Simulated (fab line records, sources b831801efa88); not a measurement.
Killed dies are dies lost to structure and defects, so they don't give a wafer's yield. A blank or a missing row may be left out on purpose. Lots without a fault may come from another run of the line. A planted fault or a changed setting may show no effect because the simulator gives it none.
Which tool did it? | flow sky130 | 15 lots, 45 wafers sampled, at 7 steps of a route of 708

WHAT THE GAUGES READ, wafer by wafer
SKY_LDD_N_OVL_MEAS_07.
lot  | measured     | on         | LDD_N_OVL (nm)
L162 | day 19 14:49 | overlay-02 | 2.1 4.8 3.6
L165 | day 19 17:35 | overlay-02 | 2.9 2.9 2.5
L163 | day 19 21:11 | overlay-01 | 2.8 0.4 1.1
L161 | day 19 21:18 | overlay-02 | 2.1 3.8 1.8
L164 | day 20 03:50 | overlay-01 | 1.2 2.3 1.8
L166 | day 20 14:13 | overlay-02 | 0.0 0.6 3.3
L169 | day 21 07:10 | overlay-01 | 1.2 3.7 2.4
L170 | day 21 19:10 | overlay-01 | 0.5 0.9 1.7
L172 | day 22 06:08 | overlay-02 | 3.5 4.3 3.8
L175 | day 23 06:15 | overlay-02 | 0.3 0.6 0.9
L176 | day 23 16:56 | overlay-01 | -0.1 -0.9 -0.1
L179 | day 24 19:11 | overlay-02 | 1.2 1.7 1.2
L182 | day 25 17:52 | overlay-01 | - - -
L183 | day 26 00:35 | overlay-02 | - - -
L184 | day 26 06:15 | overlay-01 | - - -

SKY_LDD_N_TW_MEAS_17.
lot  | measured     | on            | LDD_N_TW
L162 | day 19 16:09 | film_metro-04 | 2529 2534 2532
L165 | day 19 18:56 | film_metro-03 | 2571 2571 2574
L163 | day 19 22:32 | film_metro-01 | 2591 2602 2604
L161 | day 19 22:38 | film_metro-04 | 2549 2547 2546
L164 | day 20 05:11 | film_metro-03 | 2578 2584 2571
L166 | day 20 15:34 | film_metro-01 | 2574 2559 2577
L169 | day 21 08:30 | film_metro-04 | 2549 2551 2541
L170 | day 21 20:30 | film_metro-04 | 2555 2550 2543
L172 | day 22 07:29 | film_metro-04 | 2537 2546 2528
L175 | day 23 07:35 | film_metro-03 | 2573 2587 2584
L176 | day 23 18:17 | film_metro-04 | 2551 2536 2544
L179 | day 24 20:32 | film_metro-04 | 2559 2551 2553
L182 | day 25 19:13 | film_metro-03 | 2573 2591 2577
L183 | day 26 01:56 | film_metro-01 | 2586 2574 2576
L184 | day 26 07:35 | film_metro-03 | 2570 2561 2570

SKY_LDD_P_TW_MEAS_11.
lot  | measured     | on            | LDD_P_TW
L162 | day 20 22:43 | film_metro-03 | 637 635 635
L165 | day 21 01:06 | film_metro-01 | 634 640 637
L163 | day 21 05:07 | film_metro-01 | 634 634 638
L161 | day 21 05:32 | film_metro-01 | 634 639 635
L164 | day 21 11:48 | film_metro-01 | 640 636 637
L166 | day 21 22:11 | film_metro-01 | 636 636 634
L169 | day 22 15:52 | film_metro-03 | 627 628 631
L170 | day 23 03:34 | film_metro-03 | 633 633 634
L172 | day 23 14:42 | film_metro-01 | 633 631 636
L175 | day 24 12:46 | film_metro-02 | 652 648 652
L176 | day 24 23:29 | film_metro-02 | 649 651 651
L179 | day 26 02:06 | film_metro-02 | 650 647 648
L182 | day 27 00:50 | film_metro-02 | 2615 2613 2626
L183 | day 27 06:06 | film_metro-02 | 2618 2636 2621
L184 | day 27 11:52 | film_metro-02 | 2619 2626 2614

SKY_LDD_HVN_TW_MEAS_10.
lot  | measured     | on            | LDD_HVN_TW
L162 | day 22 06:04 | film_metro-01 | 1443 1445 1439
L165 | day 22 07:47 | film_metro-02 | 1465 1457 1455
L163 | day 22 12:14 | film_metro-01 | 1437 1438 1438
L161 | day 22 12:50 | film_metro-04 | 1408 1411 1411
L164 | day 22 18:38 | film_metro-04 | 1408 1411 1410
L166 | day 23 04:49 | film_metro-02 | 1457 1464 1466
L169 | day 23 22:10 | film_metro-02 | 1461 1464 1475
L170 | day 24 09:04 | film_metro-04 | 1420 1413 1418
L172 | day 24 19:53 | film_metro-04 | 1424 1415 1422
L175 | day 25 17:59 | film_metro-02 | 1471 1468 1472
L176 | day 26 04:47 | film_metro-04 | 1417 1416 1422
L179 | day 27 06:29 | film_metro-01 | 1429 1427 1431
L182 | day 28 05:34 | film_metro-02 | 2718 2735 2733
L183 | day 28 10:02 | film_metro-01 | 2690 2685 2694
L184 | day 28 15:59 | film_metro-02 | 2731 2733 2735

SKY_LDD_HVP_OVL_MEAS_07.
lot  | measured     | on         | LDD_HVP_OVL (nm)
L162 | day 23 12:37 | overlay-02 | -0.8 -1.8 -0.3
L165 | day 23 14:23 | overlay-02 | 0.3 2.0 1.7
L163 | day 23 18:26 | overlay-02 | -0.5 -0.5 0.0
L161 | day 23 19:30 | overlay-02 | 3.9 4.0 1.7
L164 | day 24 01:03 | overlay-01 | -3.0 -2.9 -1.0
L166 | day 24 10:40 | overlay-01 | -1.5 0.5 -0.2
L169 | day 25 02:19 | overlay-01 | -0.3 0.6 1.9
L170 | day 25 13:25 | overlay-01 | -1.8 0.0 -1.1
L172 | day 26 01:23 | overlay-01 | 0.5 -0.1 -0.9
L175 | day 26 22:54 | overlay-02 | -0.2 0.1 0.0
L176 | day 27 08:36 | overlay-01 | 2.0 0.7 0.2
L179 | day 28 10:03 | overlay-02 | 1.8 1.2 1.1
L182 | day 29 09:19 | overlay-02 | 1.2 0.3 1.5
L183 | day 29 13:41 | overlay-01 | 0.5 -0.2 -2.7
L184 | day 29 19:45 | overlay-01 | 0.1 -1.3 -0.2

SKY_POLY_CUT_OVL_MEAS_09.
lot  | measured     | on         | POLY_CUT_OVL (nm)
L162 | day 26 02:35 | overlay-02 | -5 -1 0
L165 | day 26 04:55 | overlay-02 | 0 -4 0
L163 | day 26 09:16 | overlay-01 | -2 -10 -3
L161 | day 26 09:31 | overlay-02 | -1 -11 -5
L164 | day 26 13:52 | overlay-02 | -3 -7 -5
L166 | day 26 23:45 | overlay-02 | 10 6 0
L169 | day 27 14:38 | overlay-01 | 2 2 -1
L170 | day 28 02:01 | overlay-02 | -5 2 -12
L172 | day 28 12:01 | overlay-02 | 4 6 -1
L175 | day 29 09:19 | overlay-01 | -1 -6 -4
L176 | day 29 19:10 | overlay-01 | 4 -1 1
L179 | day 30 20:19 | overlay-01 | -4 12 8
L182 | day 31 21:11 | overlay-01 | 3 7 2
L183 | day 31 23:01 | overlay-01 | 1 0 2
L184 | day 32 08:25 | overlay-02 | -4 0 -6

WHICH TOOL RAN EACH LOT (tool, then ch and the chambers of the sampled wafers, then the start)
lot  | SKY_LDD_N_COAT_02
L162 | litho_track-04 ch 0, day 19 00:08
L165 | litho_track-02 ch 0, day 19 02:32
L163 | litho_track-04 ch 0, day 19 06:05
L161 | litho_track-02 ch 0, day 19 06:08
L164 | litho_track-04 ch 0, day 19 11:50
L166 | litho_track-03 ch 0, day 19 23:16
L169 | litho_track-02 ch 0, day 20 15:44
L170 | litho_track-04 ch 0, day 21 04:02
L172 | litho_track-02 ch 0, day 21 14:47
L175 | litho_track-03 ch 0, day 22 14:52
L176 | litho_track-03 ch 0, day 23 01:51
L179 | litho_track-03 ch 0, day 24 04:15
L182 | litho_track-03, day 25 03:28
L183 | litho_track-04, day 25 10:05
L184 | litho_track-02, day 25 15:13
- SKY_LDD_N_COAT_02: resist thk 300 nm.

WHAT THE TOOLS THEMSELVES READ (means of the sampled wafers that have a number; where no wafer has one, the mark that the record gives instead)
SKY_LDD_N_COAT_02.
lot  | tool           | chill_plate_temp_C (C) | dispense_pressure_kPa (kPa)
L162 | litho_track-04 | 23.06                  | 50.9
L165 | litho_track-02 | 23.05                  | 48.2
L163 | litho_track-04 | 23.21                  | 50.9
L161 | litho_track-02 | 22.96                  | 48.2
L164 | litho_track-04 | 22.80                  | 50.9
L166 | litho_track-03 | 23.00                  | 52.7
L169 | litho_track-02 | 22.96                  | 48.2
L170 | litho_track-04 | 22.87                  | 50.9
L172 | litho_track-02 | 23.10                  | 48.1
L175 | litho_track-03 | 22.99                  | 52.8
L176 | litho_track-03 | 22.99                  | 52.8
L179 | litho_track-03 | 23.02                  | 52.8
L182 | litho_track-03 | -                      | -
L183 | litho_track-04 | -                      | -
L184 | litho_track-02 | -                      | -

THE ANSWER, worked out from the rows above alone
Rule: what is usual is taken from the lots themselves. Put in order of their means at a reading, lots are off if they are a third of the lots or fewer, leave a main group of 4 or more, and stand apart from it by a gap of 3 or more times the standard deviation of the main group's means; of several such gaps the widest counts. A main group whose means are all the same, to the digits that the tables above print for the reading, isn't used. A lot without any number at a reading at which 4 lots or more have one is off too. The other lots that the step has rows for count as sound. The gauges are gone through in route order, then the tools' own readings, and for those a lot's mean is taken as printed above. The first step at which some lot is off is used, and at that step the reading that is off furthest; a lot without a number counts as furthest.
Off: L182, L183, L184, at SKY_LDD_N_OVL_MEAS_07 (LDD_N_OVL). Without a number there: L182, L183, L184. The main group: mean 1.9 nm, standard deviation 1.2.
A tool fits if, at a process step before that reading, it ran every lot that is off, and no sound lot after the first of them. The gauges at SKY_LDD_N_OVL_MEAS_07 aren't tried: what is off there is off at SKY_LDD_P_TW_MEAS_11 too, on other tools, and a gauge's error can't cause that. None of those tried fits.

WHAT THE SIMULATOR HAD PUT IN
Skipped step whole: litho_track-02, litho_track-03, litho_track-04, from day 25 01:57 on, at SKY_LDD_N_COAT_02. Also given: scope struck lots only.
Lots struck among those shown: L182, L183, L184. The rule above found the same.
